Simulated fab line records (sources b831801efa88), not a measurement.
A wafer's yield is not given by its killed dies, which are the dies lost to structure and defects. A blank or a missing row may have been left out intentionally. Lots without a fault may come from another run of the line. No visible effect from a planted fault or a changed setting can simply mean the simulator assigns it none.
Which tool is to blame? + flow sky130 + Sampling: 24 lots, 72 wafers, 5 of 708 route steps

## WHAT EACH GAUGE READ, for each wafer
SKY_VIA1_OVL_MEAS_13. Usual: VIA1_OVL typically reads 1 nm, with standard deviation 5.6.
| lot  | measured     | on         | VIA1_OVL (nm) | flag |
|------|--------------|------------|---------------|------|
| L074 | day 33 18:29 | overlay-02 | 9 2 9         |      |
| L075 | day 34 00:28 | overlay-02 | 5 -5 6        |      |
| L076 | day 34 11:22 | overlay-01 | 3 -2 -1       |      |
| L077 | day 35 00:09 | overlay-02 | 1 0 6         |      |
| L078 | day 35 01:22 | overlay-01 | -3 -4 -4      |      |
| L079 | day 35 14:46 | overlay-02 | 1 -6 3        |      |
| L080 | day 36 02:31 | overlay-02 | 5 -2 6        |      |
| L081 | day 36 06:00 | overlay-01 | -8 -3 6       |      |
| L082 | day 36 12:52 | overlay-02 | 5 10 13       |      |
| L083 | day 36 23:34 | overlay-02 | 12 1 7        |      |
| L084 | day 37 04:56 | overlay-02 | 7 14 0        |      |
| L085 | day 37 08:12 | overlay-02 | 2 0 -2        |      |
| L086 | day 37 18:21 | overlay-01 | 0 -6 -1       |      |
| L087 | day 38 04:31 | overlay-02 | 6 3 4         |      |
| L088 | day 38 15:55 | overlay-02 | -2 -3 10      |      |
| L089 | day 39 00:52 | overlay-02 | -7 -7 -11     |      |
| L090 | day 39 09:28 | overlay-01 | 0 1 3         |      |
| L091 | day 39 23:00 | overlay-02 | 1 0 0         |      |
| L092 | day 40 00:30 | overlay-02 | 4 7 2         |      |
| L093 | day 40 05:55 | overlay-02 | 8 12 13       |      |
| L094 | day 40 08:07 | overlay-02 | 4 -4 -1       |      |
| L095 | day 40 14:04 | overlay-02 | -1 -2 -2      |      |
| L097 | day 40 21:37 | overlay-02 | 1 3 0         |      |
| L096 | day 41 00:01 | overlay-02 | -1 -4 0       |      |

SKY_CAPM_RS_MEAS_03: uses a four-point probe to measure. Usual: CAPM_TIN_RS typically reads 6.95 ohm/sq, with standard deviation 0.08.
| lot  | measured     | on            | CAPM_TIN_RS (ohm/sq) | flag |
|------|--------------|---------------|----------------------|------|
| L074 | day 36 04:31 | film_metro-03 | 6.75 6.90 6.84       |      |
| L075 | day 36 10:08 | film_metro-02 | 6.99 7.08 7.01       |      |
| L076 | day 36 20:20 | film_metro-03 | 6.92 7.10 7.02       |      |
| L077 | day 37 09:17 | film_metro-02 | 6.98 6.89 6.97       |      |
| L078 | day 37 10:07 | film_metro-03 | 6.90 6.93 6.86       |      |
| L079 | day 37 22:58 | film_metro-03 | 6.98 6.94 6.96       |      |
| L080 | day 38 10:44 | film_metro-03 | 6.93 6.89 6.86       |      |
| L081 | day 38 13:41 | film_metro-02 | 6.98 6.94 6.96       |      |
| L082 | day 38 20:49 | film_metro-04 | 7.00 6.89 6.89       |      |
| L083 | day 39 06:13 | film_metro-03 | 6.94 6.92 6.92       |      |
| L084 | day 39 12:42 | film_metro-04 | 6.93 6.97 6.95       |      |
| L085 | day 39 15:57 | film_metro-03 | 6.88 6.89 6.95       |      |
| L086 | day 40 01:48 | film_metro-04 | 7.03 6.97 6.99       |      |
| L087 | day 40 10:43 | film_metro-03 | 7.07 6.98 7.03       |      |
| L088 | day 40 22:59 | film_metro-02 | 7.03 6.93 7.03       |      |
| L089 | day 41 07:01 | film_metro-02 | 6.96 6.90 6.95       |      |
| L090 | day 41 15:05 | film_metro-03 | 7.13 7.01 7.09       |      |
| L091 | day 42 04:16 | film_metro-02 | 6.88 6.93 6.90       |      |
| L092 | day 42 05:20 | film_metro-02 | 6.81 6.85 6.84       |      |
| L093 | day 42 11:28 | film_metro-04 | 6.95 6.90 6.79       |      |
| L094 | day 42 12:24 | film_metro-02 | 6.89 6.92 6.89       |      |
| L095 | day 42 18:11 | film_metro-02 | 7.05 7.16 7.03       |      |
| L097 | day 43 01:38 | film_metro-02 | 6.87 6.88 6.91       |      |
| L096 | day 43 04:28 | film_metro-02 | 6.94 6.98 7.05       |      |

SKY_CAP2M_THK_MEAS_04: measures by xrf. Usual: CAP2M_TIN_THK typically reads 203.1 nm, with standard deviation 2.4.
| lot  | measured     | on            | CAP2M_TIN_THK (nm) | flag |
|------|--------------|---------------|--------------------|------|
| L074 | day 39 13:10 | film_metro-01 | 202.2 206.1 203.0  |      |
| L075 | day 39 19:40 | film_metro-01 | 203.6 201.4 202.1  |      |
| L076 | day 40 04:39 | film_metro-02 | 205.8 204.9 204.5  |      |
| L077 | day 40 15:35 | film_metro-01 | 206.5 208.2 209.1  |      |
| L078 | day 40 16:46 | film_metro-04 | 202.7 205.6 204.7  |      |
| L079 | day 41 05:20 | film_metro-02 | 201.2 203.4 201.9  |      |
| L080 | day 41 16:28 | film_metro-04 | 203.2 202.4 200.9  |      |
| L081 | day 41 19:04 | film_metro-02 | 206.9 208.0 207.6  |      |
| L082 | day 42 02:30 | film_metro-02 | 202.4 203.4 204.1  |      |
| L083 | day 42 11:06 | film_metro-01 | 200.7 203.1 203.4  |      |
| L084 | day 42 17:21 | film_metro-04 | 202.6 200.7 200.7  |      |
| L085 | day 42 19:38 | film_metro-02 | 201.3 200.2 202.5  |      |
| L086 | day 43 04:53 | film_metro-01 | 202.3 202.4 202.9  |      |
| L087 | day 43 14:17 | film_metro-04 | 203.7 205.8 204.0  |      |
| L088 | day 44 00:43 | film_metro-04 | 202.2 200.0 200.3  |      |
| L089 | day 44 08:19 | film_metro-01 | 206.3 206.7 207.1  |      |
| L090 | day 44 14:58 | film_metro-02 | 201.3 202.2 200.3  |      |
| L091 | day 45 04:10 | film_metro-02 | 201.0 199.1 199.7  |      |
| L092 | day 45 05:29 | film_metro-01 | 204.2 202.6 205.7  |      |
| L093 | day 45 10:49 | film_metro-01 | 205.8 206.8 202.8  |      |
| L094 | day 45 11:24 | film_metro-02 | 199.3 198.2 199.0  |      |
| L095 | day 45 17:40 | film_metro-04 | 201.2 202.2 203.8  |      |
| L097 | day 45 22:57 | film_metro-04 | 201.8 202.6 201.2  |      |
| L096 | day 46 01:28 | film_metro-02 | 204.4 200.5 198.6  |      |

## WHICH TOOL RAN EACH LOT (tool, then ch and the chambers of the sampled wafers, then the start)
| lot  | SKY_VIA2_CMP_24               | SKY_VIA3_STRIP_16                    |
|------|-------------------------------|--------------------------------------|
| L074 | cmp-01 ch 0,2,3, day 36 03:52 | plasma_asher-01 ch 0,1, day 39 11:24 |
| L075 | cmp-02 ch 0,2, day 36 09:28   | plasma_asher-03 ch 0,1, day 39 17:53 |
| L076 | cmp-02 ch 1,3, day 36 19:40   | plasma_asher-03 ch 0,1, day 40 02:42 |
| L077 | cmp-02 ch 1,2,3, day 37 08:40 | plasma_asher-03 ch 0,1, day 40 13:51 |
| L078 | cmp-02 ch 0,3, day 37 09:27   | plasma_asher-03 ch 0,1, day 40 15:02 |
| L079 | cmp-01 ch 2,3, day 37 22:17   | plasma_asher-03 ch 0, day 41 03:35   |
| L080 | cmp-02 ch 0,2,3, day 38 10:10 | plasma_asher-03 ch 0,1, day 41 14:44 |
| L081 | cmp-02 ch 1,3, day 38 13:04   | plasma_asher-03 ch 1, day 41 17:20   |
| L082 | cmp-01 ch 0,2,3, day 38 20:08 | plasma_asher-01 ch 0,1, day 42 00:47 |
| L083 | cmp-01 ch 0,2, day 39 05:34   | plasma_asher-01 ch 0,1, day 42 09:23 |
| L084 | cmp-02 ch 0,1,2, day 39 12:04 | plasma_asher-02 ch 0,1, day 42 15:38 |
| L085 | cmp-02 ch 0,1,3, day 39 15:17 | plasma_asher-01 ch 0,1, day 42 17:39 |
| L086 | cmp-01 ch 2,3, day 40 01:11   | plasma_asher-02 ch 0,1, day 43 03:02 |
| L087 | cmp-02 ch 1,2,3, day 40 10:08 | plasma_asher-03 ch 0,1, day 43 12:35 |
| L088 | cmp-02 ch 0,2,3, day 40 22:21 | plasma_asher-03 ch 0,1, day 43 23:00 |
| L089 | cmp-02 ch 0,2,3, day 41 06:23 | plasma_asher-02 ch 0,1, day 44 06:36 |
| L090 | cmp-02 ch 0,2,3, day 41 14:33 | plasma_asher-02 ch 0,1, day 44 13:14 |
| L091 | cmp-01 ch 1,2, day 42 03:36   | plasma_asher-01 ch 0,1, day 45 02:20 |
| L092 | cmp-01 ch 2,3, day 42 04:40   | plasma_asher-03 ch 0,1, day 45 03:20 |
| L093 | cmp-02 ch 0,1,2, day 42 10:53 | plasma_asher-02 ch 0,1, day 45 09:02 |
| L094 | cmp-02 ch 1,2, day 42 11:42   | plasma_asher-02 ch 0,1, day 45 09:29 |
| L095 | cmp-01 ch 0,2, day 42 17:34   | plasma_asher-03 ch 0,1, day 45 15:29 |
| L097 | cmp-01 ch 1,2,3, day 43 01:06 | plasma_asher-03 ch 0,1, day 45 21:08 |
| L096 | cmp-02 ch 1,2,3, day 43 03:55 | plasma_asher-02 ch 0,1, day 45 23:17 |
- SKY_VIA2_CMP_24: polishes, stops on SiO2, t overpolish 20 s, target thk 0 nm.
- SKY_VIA3_STRIP_16: strips in O2/N2.

## AS READ BY THE TOOLS THEMSELVES (means over the sampled wafers that have a number; for cases with no such wafer, the mark the record gives instead)
SKY_VIA2_CMP_24. Usual: motor_current_A 10.9 A, standard deviation 0.89; overpolish_run_s 20.000 s, standard deviation 0.0076; slurry_flow_ml_min 150.0, standard deviation 0.49; time_to_endpoint_s 102 s, standard deviation 5.3.
| lot  | tool   | motor_current_A (A) | overpolish_run_s (s) | slurry_flow_ml_min | time_to_endpoint_s (s) | flag |
|------|--------|---------------------|----------------------|--------------------|------------------------|------|
| L074 | cmp-01 | 11.8                | 19.992               | 150.4              | 100                    |      |
| L075 | cmp-02 | 10.6                | 20.009               | 149.6              | 105                    |      |
| L076 | cmp-02 | 11.0                | 20.000               | 150.6              | 101                    |      |
| L077 | cmp-02 | 10.7                | 20.007               | 150.5              | 104                    |      |
| L078 | cmp-02 | 10.5                | 20.002               | 150.2              | 104                    |      |
| L079 | cmp-01 | 12.3                | 19.998               | 149.6              | 100                    |      |
| L080 | cmp-02 | 10.7                | 20.001               | 149.8              | 101                    |      |
| L081 | cmp-02 | 11.3                | 19.997               | 149.7              | 103                    |      |
| L082 | cmp-01 | 11.1                | 19.999               | 150.0              | 100                    |      |
| L083 | cmp-01 | 10.7                | 19.997               | 150.4              | 103                    |      |
| L084 | cmp-02 | 11.0                | 20.008               | 149.6              | 101                    |      |
| L085 | cmp-02 | 10.8                | 20.000               | 150.4              | 99                     |      |
| L086 | cmp-01 | 11.8                | 19.997               | 150.0              | 96                     |      |
| L087 | cmp-02 | 10.7                | 19.994               | 150.1              | 106                    |      |
| L088 | cmp-02 | 10.7                | 20.002               | 150.1              | 108                    |      |
| L089 | cmp-02 | 10.8                | 19.997               | 150.3              | 104                    |      |
| L090 | cmp-02 | 10.2                | 20.002               | 149.4              | 105                    |      |
| L091 | cmp-01 | 10.5                | 20.005               | 149.7              | 93                     |      |
| L092 | cmp-01 | 12.2                | 19.992               | 150.2              | 97                     |      |
| L093 | cmp-02 | 11.1                | 19.991               | 149.8              | 109                    |      |
| L094 | cmp-02 | 11.2                | 20.000               | 150.0              | 108                    |      |
| L095 | cmp-01 | 10.9                | 20.002               | 149.9              | 105                    |      |
| L097 | cmp-01 | 11.5                | 20.007               | 150.7              | 98                     |      |
| L096 | cmp-02 | 10.5                | 19.998               | 149.9              | 107                    |      |

SKY_VIA3_STRIP_16. Usual: drypump_motor_current_A 5.6 A, standard deviation 0.41; oes_product_au 0.402 a.u., standard deviation 0.0049; strip_time_to_endpoint_s 4.12 s, standard deviation 0.036.
| lot  | tool            | drypump_motor_current_A (A) | oes_product_au (a.u.) | strip_time_to_endpoint_s (s) | flag |
|------|-----------------|-----------------------------|-----------------------|------------------------------|------|
| L074 | plasma_asher-01 | 5.9                         | 0.401                 | 4.10                         |      |
| L075 | plasma_asher-03 | 5.8                         | 0.399                 | 4.12                         |      |
| L076 | plasma_asher-03 | 5.6                         | 0.405                 | 4.13                         |      |
| L077 | plasma_asher-03 | 5.6                         | 0.401                 | 4.14                         |      |
| L078 | plasma_asher-03 | 5.6                         | 0.404                 | 4.11                         |      |
| L079 | plasma_asher-03 | 6.0                         | 0.399                 | 4.13                         |      |
| L080 | plasma_asher-03 | 5.8                         | 0.405                 | 4.11                         |      |
| L081 | plasma_asher-03 | 5.4                         | 0.401                 | 4.14                         |      |
| L082 | plasma_asher-01 | 5.9                         | 0.402                 | 4.09                         |      |
| L083 | plasma_asher-01 | 5.9                         | 0.405                 | 4.16                         |      |
| L084 | plasma_asher-02 | 5.4                         | 0.403                 | 4.15                         |      |
| L085 | plasma_asher-01 | 5.9                         | 0.399                 | 4.11                         |      |
| L086 | plasma_asher-02 | 5.1                         | 0.399                 | 4.11                         |      |
| L087 | plasma_asher-03 | 5.6                         | 0.400                 | 4.14                         |      |
| L088 | plasma_asher-03 | 5.6                         | 0.405                 | 4.12                         |      |
| L089 | plasma_asher-02 | 5.5                         | 0.400                 | 4.10                         |      |
| L090 | plasma_asher-02 | 5.1                         | 0.398                 | 4.11                         |      |
| L091 | plasma_asher-01 | 5.8                         | 0.402                 | 4.12                         |      |
| L092 | plasma_asher-03 | 5.6                         | 0.399                 | 4.12                         |      |
| L093 | plasma_asher-02 | 5.4                         | 0.399                 | 4.10                         |      |
| L094 | plasma_asher-02 | 5.1                         | 0.408                 | 4.09                         |      |
| L095 | plasma_asher-03 | 5.8                         | 0.407                 | 4.12                         |      |
| L097 | plasma_asher-03 | 5.6                         | 0.404                 | 4.15                         |      |
| L096 | plasma_asher-02 | 5.1                         | 0.402                 | 4.12                         |      |

## THE ANSWER, worked out from the rows above alone
Rule: a lot is off if the mean of its wafers that have a number lies more than 3 standard deviations from the usual mean. Also off: a lot with no number at a reading for which 4 or more lots have one. Where the step has rows for the other lots, those lots are counted as sound. After the gauges, taken in route order, come the tools' own readings; for these a lot's mean is taken, as printed above. At the first step where some lot is off, the reading lying furthest off is the one used; lots without a number count as furthest.
Nothing can be told from this: no lot is off at any reading shown.

## WHAT THE SIMULATOR PUT IN
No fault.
